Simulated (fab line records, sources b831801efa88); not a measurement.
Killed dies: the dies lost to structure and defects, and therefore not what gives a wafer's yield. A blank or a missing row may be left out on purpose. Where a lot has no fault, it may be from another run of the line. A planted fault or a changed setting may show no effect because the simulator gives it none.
Chamber matching    flow gf180mcu    3 sister chambers for GF_MIM_CVD_05 on pecvd-04
The step deposits Si3N4, target thk 42 nm, time 29.086 s. 18 wafers are shown with their chamber, then 9 later ones without.

EACH WAFER AND ITS CHAMBER
wafer   chamber  heater-power-w (W)  temp-max-c (C)  susceptor-temp-C (C)
L074.1  0        672                 399.77          384.94
L074.2  1        576                 400.33          384.79
L074.5  0        676                 399.81          384.58
L079.2  0        740                 400.03          385.02
L079.4  1        603                 399.96          385.18
L079.6  2        570                 400.24          385.07
L081.2  0        613                 399.97          385.13
L081.3  1        600                 399.82          385.05
L081.6  1        594                 400.06          384.53
L083.4  2        562                 400.35          385.39
L083.5  1        553                 399.91          384.80
L083.6  0        683                 400.09          385.14
L087.2  1        586                 399.44          385.30
L087.4  1        586                 399.96          385.36
L087.6  2        636                 399.82          384.81
L088.1  2        517                 399.66          385.10
L088.4  2        520                 400.07          384.96
L088.6  1        623                 399.95          385.38

SIGNATURES (averages over the wafers above)
reading           chamber 0  chamber 1  chamber 2  scatter within a chamber
heater-power-w    676.80     590.12     561.00     36.9
temp-max-c        399.9340   399.9287   400.0280   0.236
susceptor-temp-C  384.9620   385.0487   385.0660   0.268
Rule: distance of a wafer from a chamber = root of the sum over the readings of ((wafer's reading minus chamber's mean) / reading's scatter) squared. The wafer belongs to the nearest chamber; if the next one is less than 2 further off, it can't be placed. The scatter is the square root of a quotient: the sum, over the shown wafers, of each reading's squared deviation from its chamber's mean, divided by wafers minus chambers.

WAFERS WITHOUT THEIR CHAMBER
wafer   heater-power-w (W)  temp-max-c (C)  susceptor-temp-C (C)
L089.2  636                 400.49          385.04
L089.3  558                 400.20          384.83
L089.4  668                 400.33          385.24
L090.1  583                 400.06          385.02
L090.4  648                 399.93          384.91
L090.6  534                 399.81          384.95
L096.1  747                 399.71          384.93
L096.4  642                 399.91          385.10
L096.6  738                 400.00          385.34

EACH ONE'S CHAMBER
wafer   from the rows above           in truth
L089.2  can't be placed: 0 or 1 or 2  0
L089.3  can't be placed: 2 or 1       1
L089.4  can't be placed: 0 or 1 or 2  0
L090.1  can't be placed: 1 or 2       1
L090.4  can't be placed: 0 or 1 or 2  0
L090.6  can't be placed: 2 or 1       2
L096.1  0                             0
L096.4  can't be placed: 0 or 1 or 2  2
L096.6  can't be placed: 0 or 1       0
1 of 9 placed correctly. Can't be placed from these rows: 8 (the true chamber is among the candidates in 8). Number placed wrongly: 0.
